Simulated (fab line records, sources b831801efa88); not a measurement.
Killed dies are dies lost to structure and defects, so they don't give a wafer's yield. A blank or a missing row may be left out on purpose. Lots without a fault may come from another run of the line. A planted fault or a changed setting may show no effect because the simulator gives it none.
fab line records | flow sky130
record lots=6 wafers=18 last_day=49
route steps=708 shown LDD_N@241 LDD_P@255 LDD_HVN@267 LDD_HVP@278 PAD_OPEN@708
lots that met no fault: from a run of the same line without faults
start_h: hours from the record's first day to the start of the lot's first wafer shown | wait_h: hours since the lot's step before | " the same as in the row above | L1.1+2: a row that stands for several wafers | - no value, or no start given | * or withheld: withheld | < > ~ a bound
route shown NAME@n: a module of which the file shows steps, and the number in the route of the first | usual: mean/standard deviation of fault-free wafers | same: alike in all rows | chamber/n: place in a boat | sites: the reading at each site | _std_site: their standard deviation | _edge_site: outer sites' mean less inner sites' | radius_mm: how far each site lies from the wafer's centre | mask NAME#n: copy n | behind: the tool/chamber that last shaped the wafer | hold: why the lot was held/for how many hours/how that ended | device: the transistor (n, p or np) that didn't switch | end of line: the same wafers' tests at the end of the route | a step without rows: its recipe alone | killed: dies lost to structure and defects at the first sort, not the wafer's yield | map: a wafer's dies, x killed, . not, _ none there
set.NAME: the setting as run; set.NAME@STEP: as run at that earlier step | model.NAME: the simulator's own value behind a step, which no gauge read
lots at some steps of the route; a table a step, a row a wafer
services: from which hour (start_h, from the record's first day; less than 0 if before it) a tool's chamber was out of use, for how many hours, and why
## steps
# step SKY_LDD_N_EXPOSE_04
# recipe mask_id=NTM target_cd_nm=840 na=0.6 source_shape=conventional sigma_outer=0.6 dose_mj=110
# step SKY_LDD_N_PEB_05
# recipe temp_c=withheld time_s=* resist=NOVOLAK
# step SKY_LDD_N_DEVELOP_06
# recipe develop_time_s=60 dev_temp_c=23
# step SKY_LDD_N_OVL_MEAS_07
# usual LDD_N_OVL=0.5/1.4
# columns lot.wafer tool chamber start_h wait_h LDD_N_OVL[nm]
L917.3 overlay-02 - 413.48 0.1 0.8
L917.4 " - " " 0.6
L917.6 " - " " 0.4
L919.1 overlay-02 - 441.32 0.1 1.6
L919.2 " - " " 2.9
L919.5 " - " " 1.6
L920.1 overlay-02 - 450.38 0.1 -1.0
L920.2 " - " " -0.4
L920.3 " - " " 0.0
L921.2 overlay-02 - 464.24 0.1 -0.1
L921.3 " - " " 0.2
L921.6 " - " " 1.6
L931.1 overlay-01 - 554.53 0.1 0.7
L931.5 " - " " -2.0
L931.6 " - " " -1.1
L934.1 overlay-02 - 569.28 0.1 -0.6
L934.4 " - " " -1.2
L934.5 " - " " 0.8
# step SKY_LDD_N_IMPLANT_08
# recipe species=As energy_kev=20 dose_cm2=7.5e+13 tilt_deg=withheld rotation_deg=23
# step SKY_LDD_N_IMPLANT_09
# recipe species=As energy_kev=20 dose_cm2=7.5e+13 tilt_deg=withheld rotation_deg=113
# step SKY_LDD_N_IMPLANT_10
# recipe species=As energy_kev=20 dose_cm2=7.5e+13 tilt_deg=withheld rotation_deg=203
# step SKY_LDD_N_IMPLANT_11
# recipe species=As energy_kev=20 dose_cm2=7.5e+13 tilt_deg=withheld rotation_deg=293
# step SKY_LDD_N_IMPLANT_12
# recipe species=BF2 energy_kev=50 dose_cm2=5e+12 tilt_deg=30 rotation_deg=0
# step SKY_LDD_N_IMPLANT_13
# recipe species=BF2 energy_kev=50 dose_cm2=5e+12 tilt_deg=30 rotation_deg=90
# step SKY_LDD_N_IMPLANT_14
# recipe species=BF2 energy_kev=50 dose_cm2=5e+12 tilt_deg=30 rotation_deg=180
# step SKY_LDD_N_IMPLANT_15
# recipe species=BF2 energy_kev=50 dose_cm2=5e+12 tilt_deg=30 rotation_deg=270
# step SKY_LDD_N_STRIP_16
# recipe chemistry=O2/N2 power_w=1400 pressure_mtorr=1500 platen_temp_c=withheld o2_flow_sccm=3000 n2_flow_sccm=300 overash_fraction=0.5
# usual drypump_motor_current_A=5.9/0.46 oes_product_au=0.409/0.0048 strip_time_to_endpoint_s=4.376/0.015
# columns lot.wafer tool chamber start_h wait_h drypump_motor_current_A oes_product_au rf_hours_counter_h strip_time_to_endpoint_s
L917.3 plasma_asher-04 1 414.73 0.1 5.6 0.411 - 4.368
L917.4 " 0 " " 5.1 0.402 - 4.361
L917.6 " 1 " " 5.6 0.408 - 4.360
L919.1 plasma_asher-04 0 442.55 0.1 5.1 0.417 32 4.382
L919.2 " 1 " " 5.6 0.411 32 4.359
L919.5 " 0 " " 5.1 0.402 - 4.372
L920.1 plasma_asher-03 0 451.62 0.1 5.4 0.405 73 4.351
L920.2 " 1 " " 6.5 0.404 73 4.351
L920.3 " 0 " " 5.4 0.409 - 4.353
L921.2 plasma_asher-04 1 465.47 0.1 5.6 0.411 34 4.385
L921.3 " 0 " " 5.0 0.413 - 4.381
L921.6 " 1 " " 5.6 0.408 - 4.377
L931.1 plasma_asher-04 0 555.77 0.1 5.1 0.409 44 4.380
L931.5 " 0 " " 5.1 0.406 - 4.377
L931.6 " 1 " " 5.6 0.406 - 4.368
L934.1 plasma_asher-02 1 570.52 0.1 6.2 0.411 75 4.409
L934.4 " 1 " " 6.2 0.411 - 4.392
L934.5 " 1 " " 6.3 0.413 - 4.385
# step SKY_LDD_N_TW_MEAS_17
# usual LDD_N_TW=2594/31
# columns lot.wafer tool chamber start_h wait_h LDD_N_TW
L917.3 film_metro-03 - 414.82 0.1 2638
L917.4 " - " " 2640
L917.6 " - " " 2632
L919.1 film_metro-02 - 442.65 0.1 2562
L919.2 " - " " 2562
L919.5 " - " " 2570
L920.1 film_metro-03 - 451.72 0.1 2652
L920.2 " - " " 2636
L920.3 " - " " 2660
L921.2 film_metro-02 - 465.58 0.1 2563
L921.3 " - " " 2574
L921.6 " - " " 2564
L931.1 film_metro-03 - 555.87 0.1 2658
L931.5 " - " " 2650
L931.6 " - " " 2644
L934.1 film_metro-02 - 570.62 0.1 2587
L934.4 " - " " 2565
L934.5 " - " " 2571
# step SKY_LDD_P_DEHYDRATE_00
# recipe temp_c=200 time_s=60
# step SKY_LDD_P_HMDS_01
# recipe prime_time_s=60 prime_temp_c=120
# step SKY_LDD_P_COAT_02
# recipe resist=NOVOLAK spin_rpm=3000 resist_thk_nm=1140
# step SKY_LDD_P_SOFTBAKE_03
# recipe temp_c=90 time_s=60 resist=NOVOLAK
# step SKY_LDD_P_EXPOSE_04
# recipe mask_id=PSDM na=0.6 source_shape=conventional sigma_outer=0.6 polarization=unpolarized target_cd_nm=380 dose_mj=138
# step SKY_LDD_P_PEB_05
# recipe temp_c=withheld time_s=* resist=NOVOLAK
# step SKY_LDD_P_DEVELOP_06
# recipe resist=NOVOLAK developer=TMAH develop_time_s=60 dev_temp_c=23
# step SKY_LDD_P_CD_MEAS_07
# recipe target_cd_nm=380
# usual cd_nm=380.3/2.1
# columns lot.wafer tool chamber start_h wait_h cd_nm
L917.3 cd_sem-02 - 445.17 0.1 380.2
L917.4 " - " " 381.9
L917.6 " - " " 380.3
L919.1 cd_sem-02 - 473.78 0.1 376.7
L919.2 " - " " 376.9
L919.5 " - " " 376.9
L920.1 cd_sem-01 - 482.81 0.1 379.8
L920.2 " - " " 380.2
L920.3 " - " " 378.3
L921.2 cd_sem-01 - 495.83 0.1 380.8
L921.3 " - " " 382.6
L921.6 " - " " 380.7
L931.1 cd_sem-02 - 584.98 0.1 380.9
L931.5 " - " " 377.1
L931.6 " - " " 381.3
L934.1 cd_sem-02 - 598.63 0.1 382.5
L934.4 " - " " 378.4
L934.5 " - " " 380.2
# step SKY_LDD_P_OVL_MEAS_08
# usual LDD_P_OVL=0.6/1.4
# columns lot.wafer tool chamber start_h wait_h LDD_P_OVL[nm]
L917.3 overlay-01 - 445.26 0.1 1.5
L917.4 " - " " 2.3
L917.6 " - " " 2.1
L919.1 overlay-02 - 473.90 0.1 0.1
L919.2 " - " " 1.4
L919.5 " - " " 2.1
L920.1 overlay-02 - 482.93 0.1 2.5
L920.2 " - " " 2.0
L920.3 " - " " 3.5
L921.2 overlay-02 - 495.94 0.1 1.5
L921.3 " - " " 2.2
L921.6 " - " " 2.4
L931.1 overlay-01 - 585.10 0.1 3.6
L931.5 " - " " 1.0
L931.6 " - " " 2.4
L934.1 overlay-01 - 598.75 0.1 -1.8
L934.4 " - " " 0.0
L934.5 " - " " -0.9
# step SKY_LDD_P_IMPLANT_09
# recipe species=BF2 energy_kev=25 dose_cm2=1e+13 tilt_deg=withheld
# step SKY_LDD_P_STRIP_10
# recipe chemistry=O2/N2 power_w=1400 pressure_mtorr=1500 platen_temp_c=withheld o2_flow_sccm=3000 n2_flow_sccm=300 overash_fraction=0.5
# usual drypump_motor_current_A=5.7/0.47 oes_product_au=0.715/0.0048 strip_time_to_endpoint_s=14.19/0.041
# columns lot.wafer tool chamber start_h wait_h drypump_motor_current_A oes_product_au rf_hours_counter_h strip_time_to_endpoint_s
L917.3 plasma_asher-03 1 445.47 0.1 6.4 0.720 - 14.18
L917.4 " 0 " " 5.5 0.715 - 14.19
L917.6 " 0 " " 5.4 0.721 - 14.20
L919.1 plasma_asher-03 1 474.08 0.1 6.4 0.716 75 14.14
L919.2 " 0 " " 5.4 0.709 75 14.22
L919.5 " 0 " " 5.4 0.712 - 14.15
L920.1 plasma_asher-03 1 483.12 0.1 6.4 0.717 76 14.18
L920.2 " 0 " " 5.4 0.711 76 14.19
L920.3 " 1 " " 6.4 0.718 - 14.22
L921.2 plasma_asher-03 1 496.12 0.1 6.4 0.719 77 14.20
L921.3 " 0 " " 5.4 0.716 - 14.16
L921.6 " 0 " " 5.4 0.705 - 14.20
L931.1 plasma_asher-01 0 585.29 0.1 6.2 0.715 16 14.12
L931.5 " 0 " " 6.3 0.718 - 14.11
L931.6 " 1 " " 5.6 0.713 - 14.10
L934.1 plasma_asher-04 1 598.94 0.1 5.6 0.717 48 14.27
L934.4 " 1 " " 5.6 0.719 - 14.23
L934.5 " 0 " " 5.1 0.709 - 14.24
# step SKY_LDD_P_TW_MEAS_11
# usual LDD_P_TW=643/7
# columns lot.wafer tool chamber start_h wait_h LDD_P_TW
L917.3 film_metro-01 - 445.56 0.1 644
L917.4 " - " " 640
L917.6 " - " " 639
L919.1 film_metro-04 - 474.18 0.1 632
L919.2 " - " " 633
L919.5 " - " " 631
L920.1 film_metro-01 - 483.22 0.1 645
L920.2 " - " " 643
L920.3 " - " " 643
L921.2 film_metro-04 - 496.23 0.1 632
L921.3 " - " " 636
L921.6 " - " " 632
L931.1 film_metro-04 - 585.39 0.1 638
L931.5 " - " " 639
L931.6 " - " " 642
L934.1 film_metro-03 - 599.04 0.1 647
L934.4 " - " " 651
L934.5 " - " " 649
# step SKY_LDD_HVN_DEHYDRATE_00
# recipe temp_c=200 time_s=60
# step SKY_LDD_HVN_HMDS_01
# recipe prime_time_s=60 prime_temp_c=120
# step SKY_LDD_HVN_COAT_02
# recipe resist=NOVOLAK spin_rpm=3000 resist_thk_nm=300
# step SKY_LDD_HVN_SOFTBAKE_03
# recipe temp_c=90 time_s=60 resist=NOVOLAK
# step SKY_LDD_HVN_EXPOSE_04
# recipe mask_id=HVNTM na=0.6 source_shape=conventional sigma_outer=0.6 polarization=unpolarized target_cd_nm=700 dose_mj=127
# step SKY_LDD_HVN_PEB_05
# recipe temp_c=withheld time_s=* resist=NOVOLAK
# step SKY_LDD_HVN_DEVELOP_06
# recipe resist=NOVOLAK developer=TMAH develop_time_s=60 dev_temp_c=23
# step SKY_LDD_HVN_OVL_MEAS_07
# usual LDD_HVN_OVL=0.3/1.6
# columns lot.wafer tool chamber start_h wait_h LDD_HVN_OVL[nm]
L917.3 overlay-01 - 476.69 0.1 -0.3
L917.4 " - " " 0.8
L917.6 " - " " -1.4
L919.1 overlay-01 - 504.63 0.1 1.6
L919.2 " - " " 1.3
L919.5 " - " " 1.1
L920.1 overlay-01 - 513.78 0.1 -1.3
L920.2 " - " " -0.4
L920.3 " - " " -0.7
L921.2 overlay-01 - 527.23 0.1 -1.6
L921.3 " - " " -0.6
L921.6 " - " " 0.6
L931.1 overlay-01 - 614.33 0.1 -0.2
L931.5 " - " " -0.4
L931.6 " - " " -0.1
L934.1 overlay-02 - 628.48 0.1 0.4
L934.4 " - " " -0.3
L934.5 " - " " 0.1
# step SKY_LDD_HVN_IMPLANT_08
# recipe species=P energy_kev=60 dose_cm2=3.07e+13 tilt_deg=40
# step SKY_LDD_HVN_STRIP_09
# recipe chemistry=O2/N2 power_w=1400 pressure_mtorr=1500 platen_temp_c=withheld o2_flow_sccm=3000 n2_flow_sccm=300 overash_fraction=0.5
# usual drypump_motor_current_A=6.0/0.34 oes_product_au=0.408/0.0047 strip_time_to_endpoint_s=4.135/0.015
# columns lot.wafer tool chamber start_h wait_h drypump_motor_current_A oes_product_au rf_hours_counter_h strip_time_to_endpoint_s
L917.3 plasma_asher-02 0 476.90 0.1 6.1 0.412 - 4.105
L917.4 " 1 " " 6.3 0.405 - 4.105
L917.6 " 0 " " 6.1 0.417 - 4.114
L919.1 plasma_asher-01 0 504.82 0.1 6.3 0.398 7 4.127
L919.2 " 1 " " 5.6 0.411 7 4.113
L919.5 " 1 " " 5.6 0.406 - 4.126
L920.1 plasma_asher-01 1 513.97 0.1 5.7 0.406 8 4.145
L920.2 " 0 " " 6.3 0.412 8 4.163
L920.3 " 0 " " 6.3 0.407 - 4.152
L921.2 plasma_asher-02 1 527.41 0.1 6.3 0.413 70 4.126
L921.3 " 0 " " 6.1 0.406 - 4.133
L921.6 " 0 " " 6.1 0.408 - 4.160
L931.1 plasma_asher-02 1 614.52 0.1 6.3 0.399 79 4.141
L931.5 " 1 " " 6.2 0.415 - 4.145
L931.6 " 0 " " 6.1 0.406 - 4.148
L934.1 plasma_asher-01 1 628.67 0.1 5.6 0.407 21 4.122
L934.4 " 1 " " 5.7 0.404 - 4.134
L934.5 " 0 " " 6.3 0.405 - 4.138
# step SKY_LDD_HVN_TW_MEAS_10
# usual LDD_HVN_TW=1448/9.3
# columns lot.wafer tool chamber start_h wait_h LDD_HVN_TW
L917.3 film_metro-02 - 476.98 0.1 1435
L917.4 " - " " 1437
L917.6 " - " " 1438
L919.1 film_metro-01 - 504.92 0.1 1457
L919.2 " - " " 1459
L919.5 " - " " 1452
L920.1 film_metro-01 - 514.07 0.1 1451
L920.2 " - " " 1444
L920.3 " - " " 1451
L921.2 film_metro-02 - 527.52 0.1 1435
L921.3 " - " " 1433
L921.6 " - " " 1434
L931.1 film_metro-02 - 614.62 0.1 1447
L931.5 " - " " 1434
L931.6 " - " " 1440
L934.1 film_metro-04 - 628.77 0.1 1441
L934.4 " - " " 1446
L934.5 " - " " 1444
# step SKY_LDD_HVP_DEHYDRATE_00
# recipe temp_c=200 time_s=60
# step SKY_LDD_HVP_HMDS_01
# recipe prime_time_s=60 prime_temp_c=120
# step SKY_LDD_HVP_COAT_02
# recipe resist=NOVOLAK spin_rpm=3000 resist_thk_nm=300
# step SKY_LDD_HVP_SOFTBAKE_03
# recipe temp_c=90 time_s=60 resist=NOVOLAK
# step SKY_LDD_HVP_EXPOSE_04
# recipe mask_id=HVPTM na=0.6 source_shape=conventional sigma_outer=0.6 polarization=unpolarized target_cd_nm=700 dose_mj=86
# step SKY_PAD_OPEN_PROBE_99
# usual killed_at_M0_to_M3=45/6.9 killed_at_M4_up=3.2/1.8 killed_at_contacts=25/5.3 killed_at_front_end=16/4.3 killed_at_other=0.2/0.52 killed_dies=88/8.7 killed_open=48/6.5 killed_short=40/6
# same gross_dies=492 killed_at_back_side=0
# columns lot.wafer tool chamber start_h wait_h killed_at_M0_to_M3 killed_at_M4_up killed_at_contacts killed_at_front_end killed_at_other killed_dies killed_open killed_short
L919.1 prober-01 - 1111.33 0.1 29 3 25 84 0 141 35 40
L919.2 prober-01 - 1111.38 0.1 45 5 26 40 0 116 54 38
L919.5 prober-01 - 1111.53 0.2 42 1 32 75 0 150 52 39
L921.2 prober-01 - 1117.07 0.1 52 4 27 44 1 128 50 49
L921.3 prober-01 - 1117.12 0.2 44 3 20 98 0 165 42 50
L921.6 prober-01 - 1117.27 0.2 48 2 27 40 0 117 41 47
L931.1 prober-01 - 1176.54 0.1 42 5 28 13 0 88 47 40
L931.5 prober-01 - 1176.74 0.2 50 1 20 13 0 84 42 42
L931.6 prober-01 - 1176.79 0.2 47 2 21 16 0 86 41 44
# killed by level:class
L919.1 LDD_N:unspecified=64 CONTACT:geometric_particle:short=11 VIA2:geometric_particle:open=7 LI_CONTACT:geometric_particle:open=6 VIA1:geometric_particle:open=6 POLY_GATE:geometric_particle:short=5 CONTACT:geometric_particle:open=5 FIELD_ISO:geometric_particle:short=4
L919.2 LDD_N:unspecified=24 CONTACT:geometric_particle:open=12 VIA1:geometric_particle:open=10 VIA2:geometric_particle:open=9 FIELD_ISO:geometric_particle:open=6 VIA3:geometric_particle:open=5 LI_CONTACT:geometric_particle:open=5 CONTACT:geometric_particle:short=5
L919.5 LDD_N:unspecified=59 CONTACT:geometric_particle:open=9 VIA1:geometric_particle:open=9 LI_CONTACT:geometric_particle:open=8 VIA3:geometric_particle:open=8 LOCAL_INTERCONNECT:geometric_particle:short=6 CONTACT:geometric_particle:short=6 POLY_GATE:geometric_particle:short=5
L921.2 LDD_N:unspecified=28 VIA1:geometric_particle:open=12 METAL1:geometric_particle:short=9 LI_CONTACT:geometric_particle:short=8 VIA2:geometric_particle:open=8 CONTACT:geometric_particle:open=8 LI_CONTACT:geometric_particle:open=6 METAL2:geometric_particle:short=6
L921.3 LDD_N:unspecified=72 FIELD_ISO:geometric_particle:open=8 METAL1:geometric_particle:short=7 METAL2:geometric_particle:short=7 FIELD_ISO:geometric_particle:short=6 LI_CONTACT:geometric_particle:open=6 VIA1:geometric_particle:open=6 VIA2:geometric_particle:open=6
L921.6 LDD_N:unspecified=29 VIA1:geometric_particle:open=9 LI_CONTACT:geometric_particle:open=7 METAL1:geometric_particle:short=7 VIA2:geometric_particle:open=7 CONTACT:geometric_particle:short=6 CONTACT:geometric_particle:open=6 VIA3:geometric_particle:short=6
L931.1 CONTACT:geometric_particle:open=13 VIA1:geometric_particle:open=11 LOCAL_INTERCONNECT:geometric_particle:short=9 METAL1:geometric_particle:short=7 VIA1:geometric_particle:short=6 VIA2:geometric_particle:open=4 VIA3:geometric_particle:open=4 FIELD_ISO:geometric_particle:short=3
L931.5 VIA1:geometric_particle:open=9 VIA2:geometric_particle:open=9 LOCAL_INTERCONNECT:geometric_particle:short=6 METAL2:geometric_particle:short=5 LI_CONTACT:geometric_particle:open=5 VIA2:geometric_particle:short=5 VIA3:geometric_particle:open=5 METAL1:geometric_particle:short=4
L931.6 VIA1:geometric_particle:open=14 CONTACT:geometric_particle:short=11 VIA2:geometric_particle:short=6 POLY_GATE:geometric_particle:open=5 VIA1:geometric_particle:short=5 VIA2:geometric_particle:open=5 CONTACT:geometric_particle:open=4 METAL1:geometric_particle:short=4
# map L919.5 (x killed, . not)
__________x..x.....x_________
________.........x...._______
______.x.xxxxxx.x....xxx_____
_____.xxxxxxxx.xx..xx...x____
____x.xxxxxxxxxx..x.x.xx..___
___...xxxxxxxxxx.x.x.....x.__
__..x.xxxxxxxxxxx..........._
_.....xxxxxxxx.x...x.........
_.xx.....xxxxxxx...x.x.x..x..
_.x...x...xxxx........xxx....
_...x.x..x..x...x.......x....
_..x...x.......x.x.....xxx...
_.........xxx...x.x......x..x
_x..............x...x.x..x...
_.xx................x..x.....
__........x...........xx..x._
___........x..x......xx....__
____...x.......xx....x....___
_____.x..xx.x............____
______........x...x.x..._____
________.......x.....x_______
__________.........._________
# map L921.3 (x killed, . not)
__________......x..x_________
________xx.xxx.x......_______
______.xxxxxxxx.......x._____
_____..xxxxxxxxx..xx..x..____
____.x.xxxxxxxxxxx.xx.....___
___x..xxxxxxxxxxxx........x__
__.x..xxxxxxxxxx.xxx....x..._
_...x.xxxxxxxxx.........x.xx.
_xx...xxxx.xxxx.....x........
_..x......xxx...........x.x..
_xx..x...xx.xx......x...xxx.x
_....xx.......x.......xx.....
_.x..................x....x..
_x...x...x...x...x.....x.x...
_.xxx........x.x.....x.x....x
__xx.........x.............._
___...............x..x....x__
____..x...x.....xxx.x.....___
_____x.x.x...x..x..x.....____
______..x.......x......._____
________xx.......x...x_______
__________.x..x.x..x_________
## services
# columns tool chamber start_h hours kind
plasma_asher-03 - 396.14 8.0 repair
plasma_asher-01 - 421.25 9.0 pm
plasma_asher-01 0 421.25 9.0 vent_cycle
plasma_asher-01 1 421.25 9.0 vent_cycle
plasma_asher-02 - 425.63 6.0 repair
plasma_asher-01 0 430.25 - clean
plasma_asher-01 1 430.25 - clean
plasma_asher-03 - 534.70 28.1 pm
plasma_asher-04 - 580.10 2.1 repair
plasma_asher-03 - 584.21 0.5 repair
## key
first_sign step=SKY_PAD_OPEN_PROBE_99 reading=killed_at_front_end direction=up sigmas=11 usual=16 struck=64
effect step=SKY_PAD_OPEN_PROBE_99 reading=killed_dies direction=up sigmas=5.5 usual=88 struck=136
met_at SKY_LDD_N_STRIP_16
struck_wafers L919.1,L919.2,L919.5,L921.2,L921.3,L921.6
tester_left_out L919,L921
onset_between 414.73 442.55
fault kind=chamber_particle_source tool=plasma_asher-04 chamber=- onset_h=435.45 steps=SKY_LDD_N_STRIP_16 rate_per_visit_cm2=1.8105 end_h=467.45
# tester_left_out: of these lots the tester's yield and bins aren't shown, on N5 and GAA mostly nor the transistor test; their killed dies are dies lost to structure and defects alone, not to doping, threshold or leakage, so they don't give the yield
